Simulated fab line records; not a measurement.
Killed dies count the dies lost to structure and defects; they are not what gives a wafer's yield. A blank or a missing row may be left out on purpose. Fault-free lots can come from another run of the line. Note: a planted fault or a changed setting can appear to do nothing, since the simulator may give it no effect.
fab line records -- flow sky130
[record] lots = 13, wafers = 39, last-day = 50
route steps=708 shown PWDE@55 NWELL@67 VT_ADJUST_LVTN@104 PAD_OPEN@708
lots untouched by any fault: they come from a run of this same line in which no faults occurred
start-h: hours from the record's opening day to when the first of the lot's shown wafers began -- wait-h: hours elapsed since this lot's preceding step -- " repeats the value in the row above -- L1.1+2: a single row standing in for several wafers -- - no value present, or no start provided -- * or withheld: withheld -- < > ~ a bound
route shown NAME@n: NAME is a module with steps in the file, n the number in the route of the first one -- usual: mean/standard deviation taken from wafers without a fault -- same: alike in all rows -- chamber/n: place in a boat -- sites: readings site by site -- _std_site: the standard deviation of these -- _edge_site: mean of outer sites minus mean of inner sites -- radius-mm: for every site, how far away it sits from the centre of the wafer -- mask NAME#n: copy n -- behind: the most recent tool/chamber to have shaped the wafer -- hold: cause of the lot's hold/its duration in hours/its outcome -- device: the n, p or np transistor that did not switch -- end of line: tests of these same wafers at the route's end -- a step given without rows: its recipe and nothing more -- killed: dies lost to structure and defects at the first sort, not the wafer's yield -- map: a wafer's dies, marking killed ones x, the rest . and places with no die _
set.NAME: setting as actually run; set.NAME@STEP: the setting as run at that earlier step -- model.NAME: the simulator's own value behind a step, which no gauge read
route steps across a sampled set of lots; one table per step, one row per wafer
services: when a tool's chamber went out of use (start-h, in hours from the record's first day, below 0 if earlier), for how many hours, and the reason
[[steps]]
[step SKY_PWDE_TW_MEAS_10]
[usual] PWDE_TW = 373.1/1.8
lot.wafer,tool,chamber,start-h,wait-h,PWDE_TW
L931.3,film-metro-01,-,76.00,0.1,372.0
L931.5,film-metro-01,-,76.00,0.1,370.4
L931.6,film-metro-01,-,76.00,0.1,372.5
L932.1,film-metro-01,-,81.73,0.1,372.2
L932.2,film-metro-01,-,81.73,0.1,371.5
L932.4,film-metro-01,-,81.73,0.1,372.8
L933.1,film-metro-01,-,87.05,0.1,372.0
L933.4,film-metro-01,-,87.05,0.1,372.1
L933.6,film-metro-01,-,87.05,0.1,372.6
L934.2,film-metro-03,-,91.55,0.1,374.1
L934.3,film-metro-03,-,91.55,0.1,374.6
L934.5,film-metro-03,-,91.55,0.1,373.3
L935.2,film-metro-01,-,100.14,0.1,373.2
L935.3,film-metro-01,-,100.14,0.1,374.3
L935.5,film-metro-01,-,100.14,0.1,374.4
L936.1,film-metro-03,-,103.43,0.1,370.5
L936.2,film-metro-03,-,103.43,0.1,371.9
L936.6,film-metro-03,-,103.43,0.1,370.3
L938.1,film-metro-01,-,113.65,0.1,373.6
L938.4,film-metro-01,-,113.65,0.1,373.6
L938.5,film-metro-01,-,113.65,0.1,373.8
L940.2,film-metro-02,-,122.74,0.1,374.1
L940.4,film-metro-02,-,122.74,0.1,373.8
L940.5,film-metro-02,-,122.74,0.1,374.4
L945.3,film-metro-03,-,158.92,0.1,372.0
L945.4,film-metro-03,-,158.92,0.1,372.4
L945.6,film-metro-03,-,158.92,0.1,370.3
L950.4,film-metro-01,-,187.21,0.1,373.8
L950.5,film-metro-01,-,187.21,0.1,373.1
L950.6,film-metro-01,-,187.21,0.1,375.1
L951.3,film-metro-03,-,188.75,0.1,372.8
L951.5,film-metro-03,-,188.75,0.1,373.4
L951.6,film-metro-03,-,188.75,0.1,373.7
L952.3,film-metro-03,-,195.02,0.1,373.2
L952.4,film-metro-03,-,195.02,0.1,370.4
L952.5,film-metro-03,-,195.02,0.1,370.6
L953.1,film-metro-03,-,200.63,0.1,371.7
L953.2,film-metro-03,-,200.63,0.1,371.1
L953.6,film-metro-03,-,200.63,0.1,371.3
[step SKY_NWELL_STRIP_14]
[recipe] chemistry = O2/N2, power-w = 1400, pressure-mtorr = 1500, platen-temp-c = withheld, o2-flow-sccm = 3000, n2-flow-sccm = 300, overash-fraction = 0.5
[usual] drypump-motor-current-A = 5.6/0.65, oes-product-au = 0.722/0.0048, strip-time-to-endpoint-s = 36.91/0.096
lot.wafer,tool,chamber,start-h,wait-h,drypump-motor-current-A,oes-product-au,rf-hours-counter-h,strip-time-to-endpoint-s
L931.3,plasma-asher-03,1,93.08,0.1,4.9,0.717,-,36.97
L931.5,plasma-asher-03,1,93.08,0.1,4.9,0.723,-,36.97
L931.6,plasma-asher-03,0,93.08,0.1,6.3,0.728,-,36.94
L932.1,plasma-asher-02,0,98.81,0.1,6.4,0.716,39,36.83
L932.2,plasma-asher-02,1,98.81,0.1,4.9,0.713,39,36.75
L932.4,plasma-asher-02,0,98.81,0.1,6.4,0.724,-,36.74
L933.1,plasma-asher-03,0,104.89,0.1,6.3,0.726,43,36.82
L933.4,plasma-asher-03,0,104.89,0.1,6.3,0.720,-,36.82
L933.6,plasma-asher-03,0,104.89,0.1,6.3,0.720,-,36.86
L934.2,plasma-asher-03,1,109.28,0.1,4.9,0.730,44,36.90
L934.3,plasma-asher-03,1,109.28,0.1,4.9,0.721,-,36.95
L934.5,plasma-asher-03,0,109.28,0.1,6.3,0.715,-,36.97
L935.2,plasma-asher-03,1,117.60,0.1,4.9,0.715,45,36.90
L935.3,plasma-asher-03,0,117.60,0.1,6.3,0.728,-,36.74
L935.5,plasma-asher-03,0,117.60,0.1,6.3,0.723,-,36.80
L936.1,plasma-asher-03,1,120.96,0.1,4.9,0.727,45,37.00
L936.2,plasma-asher-03,0,120.96,0.1,6.2,0.716,45,36.97
L936.6,plasma-asher-03,0,120.96,0.1,6.2,0.718,-,36.94
L938.1,plasma-asher-03,1,131.88,0.1,4.9,0.727,46,36.92
L938.4,plasma-asher-03,1,131.88,0.1,4.9,0.720,-,36.95
L938.5,plasma-asher-03,1,131.88,0.1,4.9,0.735,-,36.92
L940.2,plasma-asher-03,1,141.29,0.1,4.9,0.725,47,36.93
L940.4,plasma-asher-03,1,141.29,0.1,4.9,0.719,-,36.92
L940.5,plasma-asher-03,1,141.29,0.1,4.9,0.728,-,36.88
L945.3,plasma-asher-04,1,179.86,0.1,5.8,0.723,-,36.90
L945.4,plasma-asher-04,0,179.86,0.1,5.6,0.721,-,36.79
L945.6,plasma-asher-04,0,179.86,0.1,5.5,0.723,-,36.74
L950.4,plasma-asher-02,1,209.01,0.1,4.9,0.725,-,37.01
L950.5,plasma-asher-02,0,209.01,0.1,6.4,0.716,-,36.95
L950.6,plasma-asher-02,1,209.01,0.1,4.8,0.720,-,36.98
L951.3,plasma-asher-02,1,210.31,0.1,4.8,0.717,-,36.93
L951.5,plasma-asher-02,1,210.31,0.1,4.9,0.720,-,36.89
L951.6,plasma-asher-02,0,210.31,0.1,6.4,0.733,-,37.00
L952.3,plasma-asher-03,1,217.32,0.1,4.9,0.727,-,36.91
L952.4,plasma-asher-03,0,217.32,0.1,6.2,0.729,-,37.02
L952.5,plasma-asher-03,0,217.32,0.1,6.3,0.723,-,36.98
L953.1,plasma-asher-04,0,221.64,0.1,5.5,0.721,10,37.02
L953.2,plasma-asher-04,1,221.64,0.1,5.8,0.721,10,37.03
L953.6,plasma-asher-04,0,221.64,0.1,5.5,0.724,-,36.97
[step SKY_NWELL_IMPLANT_24]
[recipe] species = B, energy-kev = 140, dose-cm2 = 9.2e+12, tilt-deg = withheld
[usual] beam-energy-keV = 140.00/0.04
lot.wafer,tool,chamber,start-h,wait-h,beam-energy-keV
L931.3,implanter-02,0,110.54,0.1,140.06
L931.5,implanter-02,0,110.54,0.1,140.06
L931.6,implanter-02,0,110.54,0.1,140.04
L932.1,implanter-04,0,115.59,0.0,140.04
L932.2,implanter-04,0,115.59,0.0,140.03
L932.4,implanter-04,0,115.59,0.0,140.04
L933.1,implanter-03,0,122.13,0.0,139.96
L933.4,implanter-03,0,122.13,0.0,139.94
L933.6,implanter-03,0,122.13,0.0,140.00
L934.2,implanter-02,0,125.89,0.0,139.93
L934.3,implanter-02,0,125.89,0.0,140.04
L934.5,implanter-02,0,125.89,0.0,140.04
L935.2,implanter-02,0,135.47,0.0,140.07
L935.3,implanter-02,0,135.47,0.0,139.96
L935.5,implanter-02,0,135.47,0.0,140.04
L936.1,implanter-03,0,139.19,0.0,139.97
L936.2,implanter-03,0,139.19,0.0,139.96
L936.6,implanter-03,0,139.19,0.0,139.94
L938.1,implanter-02,0,151.01,0.0,153.27
L938.4,implanter-02,0,151.01,0.0,153.26
L938.5,implanter-02,0,151.01,0.0,153.22
L940.2,implanter-02,0,161.24,0.0,153.30
L940.4,implanter-02,0,161.24,0.0,153.27
L940.5,implanter-02,0,161.24,0.0,153.30
L945.3,implanter-03,0,201.59,0.1,139.95
L945.4,implanter-03,0,201.59,0.1,139.97
L945.6,implanter-03,0,201.59,0.1,139.87
L950.4,implanter-03,0,230.97,0.4,139.98
L950.5,implanter-03,0,230.97,0.4,139.95
L950.6,implanter-03,0,230.97,0.4,139.99
L951.3,implanter-03,0,231.13,0.1,140.04
L951.5,implanter-03,0,231.13,0.1,140.02
L951.6,implanter-03,0,231.13,0.1,139.97
L952.3,implanter-03,0,239.11,0.1,140.04
L952.4,implanter-03,0,239.11,0.1,139.93
L952.5,implanter-03,0,239.11,0.1,140.04
L953.1,implanter-03,0,243.78,0.0,140.00
L953.2,implanter-03,0,243.78,0.0,139.99
L953.6,implanter-03,0,243.78,0.0,139.95
[step SKY_VT_ADJUST_LVTN_OVL_MEAS_07]
[usual] VT_ADJUST_LVTN_OVL = -0.3/1.6
lot.wafer,tool,chamber,start-h,wait-h,VT_ADJUST_LVTN_OVL[nm]
L931.3,overlay-01,-,147.43,-,0.4
L931.5,overlay-01,-,147.43,-,-0.7
L931.6,overlay-01,-,147.43,-,-1.1
L932.1,overlay-01,-,153.51,-,1.3
L932.2,overlay-01,-,153.51,-,1.3
L932.4,overlay-01,-,153.51,-,-0.2
L933.1,overlay-02,-,160.81,-,0.8
L933.4,overlay-02,-,160.81,-,-0.8
L933.6,overlay-02,-,160.81,-,-0.7
L934.2,overlay-02,-,164.28,-,-2.3
L934.3,overlay-02,-,164.28,-,-1.1
L934.5,overlay-02,-,164.28,-,-3.3
L935.2,overlay-01,-,174.81,-,-1.8
L935.3,overlay-01,-,174.81,-,-1.2
L935.5,overlay-01,-,174.81,-,0.2
L936.1,overlay-02,-,180.18,-,0.3
L936.2,overlay-02,-,180.18,-,-1.6
L936.6,overlay-02,-,180.18,-,-1.8
L938.1,overlay-02,-,193.05,-,-2.1
L938.4,overlay-02,-,193.05,-,-2.2
L938.5,overlay-02,-,193.05,-,-0.1
L940.2,overlay-01,-,203.87,-,1.4
L940.4,overlay-01,-,203.87,-,-0.4
L940.5,overlay-01,-,203.87,-,0.1
L945.3,overlay-01,-,245.72,-,-1.2
L945.4,overlay-01,-,245.72,-,0.2
L945.6,overlay-01,-,245.72,-,0.4
L950.4,overlay-02,-,277.88,-,-3.4
L950.5,overlay-02,-,277.88,-,-1.4
L950.6,overlay-02,-,277.88,-,-1.6
L951.3,overlay-01,-,279.03,-,1.4
L951.5,overlay-01,-,279.03,-,0.3
L951.6,overlay-01,-,279.03,-,-1.0
L952.3,overlay-02,-,286.58,-,-0.3
L952.4,overlay-02,-,286.58,-,-0.6
L952.5,overlay-02,-,286.58,-,0.5
L953.1,overlay-02,-,291.88,-,0.5
L953.2,overlay-02,-,291.88,-,-3.6
L953.6,overlay-02,-,291.88,-,0.4
[step SKY_PAD_OPEN_PROBE_99]
[usual] killed_at_M0_to_M3 = 43/6.8, killed_at_M4_up = 3.2/1.8, killed-at-contacts = 24/5.2, killed-at-front-end = 15/4.2, killed-at-other = 0.4/0.62, killed-dies = 85/8.7, killed-open = 46/6.7, killed-short = 39/5.9
[same] gross-dies = 492, killed-at-back-side = 0
lot.wafer,tool,chamber,start-h,wait-h,killed_at_M0_to_M3,killed_at_M4_up,killed-at-contacts,killed-at-front-end,killed-at-other,killed-dies,killed-open,killed-short
L932.1,prober-01,-,1082.27,0.1,56,3,28,16,0,103,56,47
L932.2,prober-01,-,1082.32,0.1,54,2,24,17,0,97,55,41
L932.4,prober-01,-,1082.42,0.2,44,1,21,17,0,83,48,33
L933.1,prober-01,-,1092.99,0.1,37,3,22,19,0,81,44,37
L933.4,prober-01,-,1093.14,0.2,49,6,24,12,1,92,58,34
L933.6,prober-01,-,1093.24,0.2,48,5,27,12,0,92,57,35
L950.4,prober-02,-,1184.00,0.2,32,2,23,24,1,82,47,35
L950.5,prober-02,-,1184.05,0.2,42,6,23,8,0,79,37,42
L950.6,prober-02,-,1184.10,0.2,51,1,27,12,0,91,42,49
L952.3,prober-02,-,1190.73,0.2,40,1,16,17,1,75,34,41
L952.4,prober-02,-,1190.78,0.2,44,3,26,13,1,87,43,42
L952.5,prober-02,-,1190.83,0.2,45,3,21,14,1,84,51,32
// killed by level:class
L932.1 VIA1:geometric-particle:open=12 CONTACT:geometric-particle:open=10 VIA3:geometric-particle:open=9 METAL1:geometric-particle:short=9 FIELD_ISO:geometric-particle:open=6 METAL2:geometric-particle:short=6 CONTACT:geometric-particle:short=5 LI_CONTACT:geometric-particle:open=5
L932.2 VIA3:geometric-particle:open=12 CONTACT:geometric-particle:open=10 VIA1:geometric-particle:open=9 METAL1:geometric-particle:short=6 VIA2:geometric-particle:open=6 LI_CONTACT:geometric-particle:open=5 VIA1:geometric-particle:short=5 METAL2:geometric-particle:short=5
L932.4 CONTACT:geometric-particle:open=11 VIA2:geometric-particle:open=10 VIA3:geometric-particle:open=7 LI_CONTACT:geometric-particle:open=6 METAL1:geometric-particle:short=6 VIA1:geometric-particle:open=6 METAL2:geometric-particle:short=6 POLY_GATE:geometric-particle:short=5
L933.1 VIA1:geometric-particle:open=8 CONTACT:geometric-particle:open=7 LOCAL_INTERCONNECT:geometric-particle:short=6 VIA3:geometric-particle:short=6 FIELD_ISO:geometric-particle:open=5 LI_CONTACT:geometric-particle:short=5 VIA3:geometric-particle:open=5 POLY_GATE:geometric-particle:short=4
L933.4 CONTACT:geometric-particle:open=12 VIA1:geometric-particle:open=11 VIA3:geometric-particle:open=10 VIA2:geometric-particle:open=7 VIA1:geometric-particle:short=6 METAL4:geometric-particle:short=5 METAL2:geometric-particle:short=4 FIELD_ISO:geometric-particle:open=3
L933.6 VIA3:geometric-particle:open=11 CONTACT:geometric-particle:open=8 VIA1:geometric-particle:open=8 VIA2:geometric-particle:open=7 LI_CONTACT:geometric-particle:open=6 LOCAL_INTERCONNECT:geometric-particle:short=6 METAL1:geometric-particle:short=6 FIELD_ISO:geometric-particle:open=4
L950.4 CONTACT:geometric-particle:open=10 POLY_GATE:geometric-particle:open=9 LI_CONTACT:geometric-particle:open=8 VIA1:geometric-particle:open=8 POLY_GATE:geometric-particle:short=6 FIELD_ISO:geometric-particle:short=4 LOCAL_INTERCONNECT:geometric-particle:short=4 VIA1:geometric-particle:short=4
L950.5 VIA1:geometric-particle:open=8 VIA2:geometric-particle:open=7 CONTACT:geometric-particle:short=6 CONTACT:geometric-particle:open=6 VIA1:geometric-particle:short=6 LOCAL_INTERCONNECT:geometric-particle:short=5 METAL1:geometric-particle:short=5 VIA3:geometric-particle:open=4
L950.6 METAL2:geometric-particle:short=9 CONTACT:geometric-particle:open=8 LI_CONTACT:geometric-particle:open=7 VIA1:geometric-particle:short=7 VIA1:geometric-particle:open=6 VIA3:geometric-particle:short=6 METAL1:geometric-particle:short=5 METAL1:geometric-particle:open=5
L952.3 VIA1:geometric-particle:open=15 FIELD_ISO:geometric-particle:short=6 CONTACT:geometric-particle:short=5 CONTACT:geometric-particle:open=5 METAL1:geometric-particle:short=5 VIA1:geometric-particle:short=5 SPACER:geometric-particle:short=4 LI_CONTACT:geometric-particle:open=4
L952.4 METAL2:geometric-particle:short=11 LI_CONTACT:geometric-particle:open=9 VIA2:geometric-particle:open=8 LOCAL_INTERCONNECT:geometric-particle:short=7 CONTACT:geometric-particle:open=7 METAL1:geometric-particle:short=7 FIELD_ISO:geometric-particle:short=6 VIA1:geometric-particle:open=4
L952.5 VIA1:geometric-particle:open=9 VIA3:geometric-particle:open=9 LI_CONTACT:geometric-particle:open=8 METAL2:geometric-particle:short=7 CONTACT:geometric-particle:open=5 VIA2:geometric-particle:open=5 METAL1:geometric-particle:short=4 METAL2:geometric-particle:open=4
[[services]]
tool,chamber,start-h,hours,kind
implanter-04,-,82.60,0.7,repair
plasma-asher-04,-,108.75,9.0,pm
plasma-asher-04,0,108.75,9.0,vent-cycle
plasma-asher-04,1,108.75,9.0,vent-cycle
plasma-asher-04,0,117.75,-,clean
plasma-asher-04,1,117.75,-,clean
implanter-04,-,136.49,4.0,repair
plasma-asher-04,-,141.71,4.5,repair
implanter-04,-,147.27,163.1,pm
plasma-asher-02,-,155.94,14.6,pm
plasma-asher-03,-,170.99,1.3,repair
implanter-03,-,189.38,0.7,repair
plasma-asher-04,-,195.30,4.3,repair
implanter-02,-,212.21,4.0,pm
implanter-02,-,227.04,106.0,repair
[[key]]
[first-sign] step = SKY_NWELL_IMPLANT_24, reading = beam-energy-keV, direction = up, sigmas = 99+, usual = *, struck = *
effect none on later readings
met-at SKY_NWELL_IMPLANT_24
struck-lots L938,L940
tester-left-out L938,L940
not-acting-at SKY_PWDE_TW_MEAS_10,SKY_NWELL_STRIP_14,SKY_VT_ADJUST_LVTN_OVL_MEAS_07
onset-between 135.47 151.01
[fault] kind = process-parameter-drift, tool = implanter-02, chamber = -, onset-h = 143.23, steps = SKY_NWELL_IMPLANT_24, channel = energy-kev, offset = *, shape = step, end-h = 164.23, acts-in = *, stated = *
// tester-left-out: of these lots the tester's yield and bins aren't shown, on N5 and GAA mostly nor the transistor test; their killed dies are dies lost to structure and defects alone, not to doping, threshold or leakage, so they don't give the yield
